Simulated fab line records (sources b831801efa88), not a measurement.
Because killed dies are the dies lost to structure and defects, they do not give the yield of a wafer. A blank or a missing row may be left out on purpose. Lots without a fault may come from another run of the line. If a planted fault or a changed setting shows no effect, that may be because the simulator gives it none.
Which tool did it?    flow gf180mcu    39 wafers from 13 lots sampled at 2 of the route's 602 steps

## WHAT EACH GAUGE READ, for each wafer
GF_V4_THK_MEAS_25: measures by xrf. Usual: V4_W_THK gives 349 nm (standard deviation 4.4).
lot   measured      on             V4_W_THK (nm)  flag
L627  day 24 03:36  film-metro-02  349 346 349    
L628  day 24 10:24  film-metro-02  353 348 348    
L629  day 24 22:04  film-metro-03  342 340 340    
L630  day 25 04:42  film-metro-04  352 346 349    
L631  day 25 15:30  film-metro-03  353 350 346    
L632  day 25 22:10  film-metro-02  356 355 348    
L633  day 26 11:32  film-metro-02  349 346 344    
L634  day 27 00:26  film-metro-02  353 355 354    
L638  day 28 04:50  film-metro-04  346 347 357    
L639  day 28 11:26  film-metro-03  352 351 352    
L641  day 29 06:41  film-metro-04  351 343 346    
L644  day 30 00:26  film-metro-02  354 349 348    
L647  day 30 14:20  film-metro-04  353 349 349    

## WHICH TOOL RAN EACH LOT (tool, then ch and the chambers of the sampled wafers, then the start)
lot   GF_V3_ETCH_17
L627  rie-diel-02 ch 2,3, day 22 01:00
L628  rie-diel-03 ch 1,2,3, day 22 09:00
L629  rie-diel-04 ch 1,3, day 22 21:00
L630  rie-diel-04 ch 1,3, day 23 03:00
L631  rie-diel-02 ch 0,2,3, day 23 11:00
L632  rie-diel-03 ch 1,2,3, day 23 22:00
L633  rie-diel-03 ch 0,1,3, day 24 13:00
L634  rie-diel-02 ch 1,2,3, day 25 02:00
L638  rie-diel-03 ch 1,2,3, day 26 08:00
L639  rie-diel-03 ch 0,1, day 26 16:00
L641  rie-diel-03 ch 2,3, day 27 12:00
L644  rie-diel-03 ch 0,1,2, day 28 05:00
L647  rie-diel-04 ch 0,1, day 28 20:00
- GF_V3_ETCH_17: etches SiO2 in C4F8/O2/Ar, stops on TiN, target depth 635 nm.

## AS READ BY THE TOOLS THEMSELVES (means over the sampled wafers that have a number; for cases with no such wafer, the mark the record gives instead)
GF_V3_ETCH_17. Usual: bias-w 1200 W, standard deviation 3.9; oes-product-au 0.855 a.u., standard deviation 0.0043.
lot   tool         bias-w (W)  oes-product-au (a.u.)  flag
L627  rie-diel-02  1203        0.855                  
L628  rie-diel-03  1202        0.854                  
L629  rie-diel-04  1203        0.856                  
L630  rie-diel-04  1198        0.858                  
L631  rie-diel-02  1204        0.852                  
L632  rie-diel-03  1202        0.854                  
L633  rie-diel-03  1197        0.860                  
L634  rie-diel-02  1203        0.855                  
L638  rie-diel-03  1201        0.854                  
L639  rie-diel-03  1195        0.852                  
L641  rie-diel-03  1204        0.853                  
L644  rie-diel-03  1216        0.861                  OFF
L647  rie-diel-04  1201        0.858                  

## THE ANSWER, worked out from the rows above alone
Rule: take the mean of a lot's wafers that have a number; if it is more than 3 standard deviations from the usual mean, the lot is off. A lot without any number at a reading at which 4 lots or more have one is off too. Any other lot the step has rows for is counted as sound. Order of review: gauges by route order, followed by the tools' own readings, for which a lot's mean as printed above is used. At the first step where some lot is off, the reading lying furthest off is the one used; lots without a number count as furthest.
Off: L644 (GF_V3_ETCH_17, bias-w).
If a tool, at that step or one of the process steps before it, ran each lot that is off and ran no sound lot following the first of them, it fits. One candidate fits, namely rie-diel-03 at GF_V3_ETCH_17. Its last sound lot is L641 (day 27 12:00), its first lot that is off L644 (day 28 05:00): a fault that began between those two fits.
The tool's own readings at GF_V3_ETCH_17 bear it out: on the lots that are off they differ by more than 5 times the standard deviation of the sound lots' means. bias-w reads 1216 W there against 1201 W on the sound lots.

## WHAT THE SIMULATOR HAD PUT IN
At GF_V3_ETCH_17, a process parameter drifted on rie-diel-03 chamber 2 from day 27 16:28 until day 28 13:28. Setting bias-w shifted by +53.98 from 1200. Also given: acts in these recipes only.
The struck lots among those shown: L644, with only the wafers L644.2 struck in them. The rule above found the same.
